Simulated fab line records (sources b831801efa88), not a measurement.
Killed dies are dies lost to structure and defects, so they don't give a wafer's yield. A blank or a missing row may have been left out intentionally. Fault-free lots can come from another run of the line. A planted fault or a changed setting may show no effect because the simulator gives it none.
Which of the tools did it? ; flow gf180mcu ; 36 wafers from 12 lots sampled at 4 of the route's 602 steps

## WHAT EACH GAUGE READ, for each wafer
The record holds no reading of a measuring or inspecting step that can be judged against a usual standard deviation.

## WHAT TOOL EACH LOT RAN ON (gives the tool, then ch and the chambers of the sampled wafers, and finally the start)
lot;GF_HV_LDD_SOFTBAKE_15;GF_SAB_STRIP_13;GF_V2_CMP_26;GF_M3_SOFTBAKE_10
L465;litho-track-02 ch 0, day 10 20:04;plasma-asher-01 ch 0,1, day 15 10:36;cmp-01 ch 2,3, day 20 16:35;litho-track-04 ch 0, day 21 05:20
L466;litho-track-01 ch 0, day 11 04:16;plasma-asher-01 ch 0,1, day 15 20:37;cmp-01 ch 0,2,3, day 21 03:26;litho-track-03 ch 0, day 21 15:08
L467;litho-track-02 ch 0, day 11 15:22;plasma-asher-01 ch 0,1, day 16 08:25;cmp-02 ch 1,3, day 21 16:02;litho-track-04 ch 0, day 22 04:44
L468;litho-track-02 ch 0, day 11 21:04;plasma-asher-02 ch 0,1, day 16 19:19;cmp-01 ch 0,2,3, day 22 02:28;litho-track-03 ch 0, day 22 14:14
L475;litho-track-01 ch 0, day 14 00:28;plasma-asher-01 ch 0,1, day 19 07:34;cmp-02 ch 1,2, day 24 12:40;litho-track-04 ch 0, day 24 23:47
L477;litho-track-02 ch 0, day 14 20:46;plasma-asher-04 ch 0,1, day 20 08:52;cmp-02 ch 0,2, day 25 10:23;litho-track-01 ch 0, day 25 21:40
L478;litho-track-04 ch 0, day 15 05:29;plasma-asher-02 ch 0,1, day 20 20:07;cmp-01 ch 0,3, day 25 20:49;litho-track-01 ch 0, day 26 07:40
L479;litho-track-02 ch 0, day 15 18:41;plasma-asher-01 ch 1, day 21 10:40;cmp-02 ch 0,2,3, day 26 10:59;litho-track-03 ch 0, day 26 22:01
L480;litho-track-02 ch 0, day 16 06:56;plasma-asher-01 ch 1, day 22 01:39;cmp-02 ch 2,3, day 26 21:48;litho-track-03 ch 0, day 27 08:19
L481;litho-track-01 ch 0, day 16 10:02;plasma-asher-04 ch 0,1, day 22 04:40;cmp-01 ch 0,3, day 27 02:49;litho-track-04 ch 0, day 27 13:34
L482;litho-track-01 ch 0, day 16 10:58;plasma-asher-01 ch 0,1, day 22 08:01;cmp-02 ch 0,1, day 27 05:42;litho-track-03 ch 0, day 27 16:02
L484;litho-track-02 ch 0, day 17 01:31;plasma-asher-02 ch 0,1, day 22 18:01;cmp-02 ch 0,2,3, day 27 12:47;litho-track-01 ch 0, day 27 23:34
- GF_HV_LDD_SOFTBAKE_15: time 60 s.
- GF_SAB_STRIP_13: strips in O2/N2.
- GF_V2_CMP_26: polishes, stops on SiO2, t overpolish 15 s, target thk 0 nm.
- GF_M3_SOFTBAKE_10: time 62.78 s.

## AS READ BY THE TOOLS THEMSELVES (means over the sampled wafers that have a number; for cases with no such wafer, the mark the record gives instead)
GF_HV_LDD_SOFTBAKE_15.
lot;tool;heater-power-total-W (W);resist-line-temp-C (C);run-length-s (s)
L465;litho-track-02;56.60;22.96;88.99
L466;litho-track-01;56.59;23.07;89.33
L467;litho-track-02;59.74;22.85;79.82
L468;litho-track-02;59.75;22.99;79.91
L475;litho-track-01;56.60;23.02;89.42
L477;litho-track-02;56.58;23.02;88.95
L478;litho-track-04;56.63;22.78;89.42
L479;litho-track-02;56.56;23.05;88.96
L480;litho-track-02;56.54;22.99;89.03
L481;litho-track-01;56.62;22.93;89.41
L482;litho-track-01;56.62;22.96;89.41
L484;litho-track-02;56.60;23.01;89.05

GF_SAB_STRIP_13.
lot;tool;drypump-motor-current-A (A);heater-power-w (W);oes-product-au (a.u.);strip-time-to-endpoint-s (s)
L465;plasma-asher-01;5.65;386;0.710;12.64
L466;plasma-asher-01;5.76;402;0.709;12.57
L467;plasma-asher-01;5.67;381;0.709;12.57
L468;plasma-asher-02;6.00;312;0.710;12.60
L475;plasma-asher-01;5.75;393;0.713;12.58
L477;plasma-asher-04;6.15;354;0.713;12.60
L478;plasma-asher-02;5.98;307;0.707;12.59
L479;plasma-asher-01;5.53;369;0.710;12.57
L480;plasma-asher-01;5.55;377;0.713;12.63
L481;plasma-asher-04;6.18;380;0.706;12.61
L482;plasma-asher-01;5.64;385;0.709;12.59
L484;plasma-asher-02;5.99;304;0.713;12.55

GF_V2_CMP_26.
lot;tool;head-pressure-psi (psi);motor-current-A (A);overpolish-run-s (s);time-to-endpoint-s (s)
L465;cmp-01;3.500;10.7;15.005;85
L466;cmp-01;3.500;10.8;14.992;89
L467;cmp-02;3.499;11.3;14.998;85
L468;cmp-01;3.496;11.2;14.988;86
L475;cmp-02;3.496;10.2;15.003;85
L477;cmp-02;3.499;11.5;15.003;86
L478;cmp-01;3.494;10.9;14.998;84
L479;cmp-02;3.507;11.7;15.001;84
L480;cmp-02;3.496;11.2;15.000;86
L481;cmp-01;3.503;11.0;15.006;85
L482;cmp-02;3.504;10.3;15.000;88
L484;cmp-02;3.502;11.6;15.003;88

GF_M3_SOFTBAKE_10.
lot;tool;heater-power-total-W (W);plate-sensor-t-centre-C (C);plate-sensor-t-edge-C (C);resist-line-temp-C (C)
L465;litho-track-04;93.28;131.02;131.20;23.01
L466;litho-track-03;93.16;131.01;131.21;22.82
L467;litho-track-04;93.27;131.02;131.22;22.97
L468;litho-track-03;93.20;131.01;131.20;22.98
L475;litho-track-04;93.24;131.02;131.21;22.98
L477;litho-track-01;93.20;131.01;131.21;22.98
L478;litho-track-01;93.27;131.02;131.22;23.04
L479;litho-track-03;93.27;131.01;131.20;23.02
L480;litho-track-03;93.21;131.02;131.22;22.91
L481;litho-track-04;93.19;131.01;131.21;23.03
L482;litho-track-03;93.16;131.01;131.20;23.10
L484;litho-track-01;93.19;131.01;131.21;22.90

## THE ANSWER, worked out from the rows above alone
Rule: the usual values come from the lots themselves. Put in order of their means at a reading, lots are off if they are a third of the lots or fewer, leave a main group of 4 or more, and stand apart from it by a gap of 3 or more times the standard deviation of the main group's means; of several such gaps the widest counts. A main group whose means are all the same, to the digits that the tables above print for the reading, isn't used. A lot without any number at a reading at which 4 lots or more have one is off too. All remaining lots with rows at the step are treated as sound. Order of review: gauges by route order, followed by the tools' own readings, for which a lot's mean as printed above is used. The first step at which some lot is off is used, and at that step the reading that is off furthest; a lot without a number counts as furthest.
Off at GF_HV_LDD_SOFTBAKE_15 (heater-power-total-W): L467, L468. The main group has a mean of 56.59 W with a standard deviation of 0.027.
If a tool, at that step or one of the process steps before it, ran each lot that is off and ran no sound lot following the first of them, it fits. Of those tried, none fits.

## WHAT THE SIMULATOR PUT IN
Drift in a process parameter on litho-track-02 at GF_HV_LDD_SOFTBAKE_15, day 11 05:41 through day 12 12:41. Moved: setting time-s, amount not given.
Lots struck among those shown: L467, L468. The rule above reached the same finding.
